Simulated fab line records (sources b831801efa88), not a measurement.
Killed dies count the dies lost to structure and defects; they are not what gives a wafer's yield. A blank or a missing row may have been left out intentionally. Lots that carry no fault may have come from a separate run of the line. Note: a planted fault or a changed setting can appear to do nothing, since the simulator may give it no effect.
2 desks looking at one fault + flow gf180mcu + only its own numbers are on each desk; what lay behind them is given at the end

FROM THE METROLOGY DESK
Lot by lot, what the gauges showed, no matter which tool ran the lot: averages of those sampled wafers that carry a number. A lot is out of limits, marked OUT, if its mean lies more than 4 standard deviations from the usual mean; the brackets give that distance.
Columns: A = DNWELL_TW at GF_DNWELL_TW_MEAS_09, usual 1348; B = NWELL_OVL at GF_NWELL_OVL_MEAS_07, usual -1.0 nm; C = NWELL_TW at GF_NWELL_TW_MEAS_11, usual 1565; D = LVPWELL_OVL at GF_LVPWELL_OVL_MEAS_07, usual -0.3 nm; E = LVPWELL_TW at GF_LVPWELL_TW_MEAS_11, usual 556; F = MVSD_OVL at GF_MVSD_OVL_MEAS_07, usual 0.9 nm
| lot  | first seen here | A    | B    | C    | D    | E   | F    |
|------|-----------------|------|------|------|------|-----|------|
| L806 | day 2 23:53     | 1335 | -1.4 | 1557 | 0.7  | 553 | 2.5  |
| L808 | day 3 11:53     | 1352 | -2.5 | 1556 | 0.4  | 553 | 0.6  |
| L813 | day 4 15:14     | 1331 | -0.5 | 1564 | 0.7  | 568 | 2.8  |
| L814 | day 4 19:15     | 1350 | -0.6 | 1562 | -1.2 | 566 | 0.0  |
| L822 | day 6 14:03     | 1332 | -1.8 | 1579 | -2.8 | 561 | -0.4 |
| L824 | day 7 00:00     | 1347 | 0.3  | 1554 | -1.7 | 554 | -0.5 |
| L825 | day 7 05:14     | 1353 | -0.2 | 1547 | -2.5 | 554 | 1.9  |
Finding of this desk: none of the 7 lots has anything out of limits.

THE TOOL OWNER'S DESK: iline_stepper-02
The tool's own readings at GF_NWELL_EXPOSE_04 (exposes mask Nwell, target cd 860 nm): means of the sampled wafers that have a number, for each lot that ran on this tool. A lot is out of limits, marked OUT, if its mean lies more than 4 standard deviations from the usual mean; the brackets give that distance.
Columns: A = stage_vel_mm_s at GF_NWELL_EXPOSE_04, usual 500.00 mm/s
| lot  | first seen here | A      |
|------|-----------------|--------|
| L806 | day 3 06:15     | 499.98 |
| L813 | day 4 22:24     | 499.98 |
| L814 | day 5 02:23     | 500.06 |
| L822 | day 6 22:16     | 500.19 |
| L824 | day 7 07:34     | 499.96 |
| L825 | day 7 12:27     | 499.90 |
Finding of this desk: none of the 6 lots has anything out of limits.

TAKEN TOGETHER
From the metrology desk's view, nothing was out of limits.
The tool owner's desk saw nothing out of limits.

WHAT THE SIMULATOR HAD PUT IN
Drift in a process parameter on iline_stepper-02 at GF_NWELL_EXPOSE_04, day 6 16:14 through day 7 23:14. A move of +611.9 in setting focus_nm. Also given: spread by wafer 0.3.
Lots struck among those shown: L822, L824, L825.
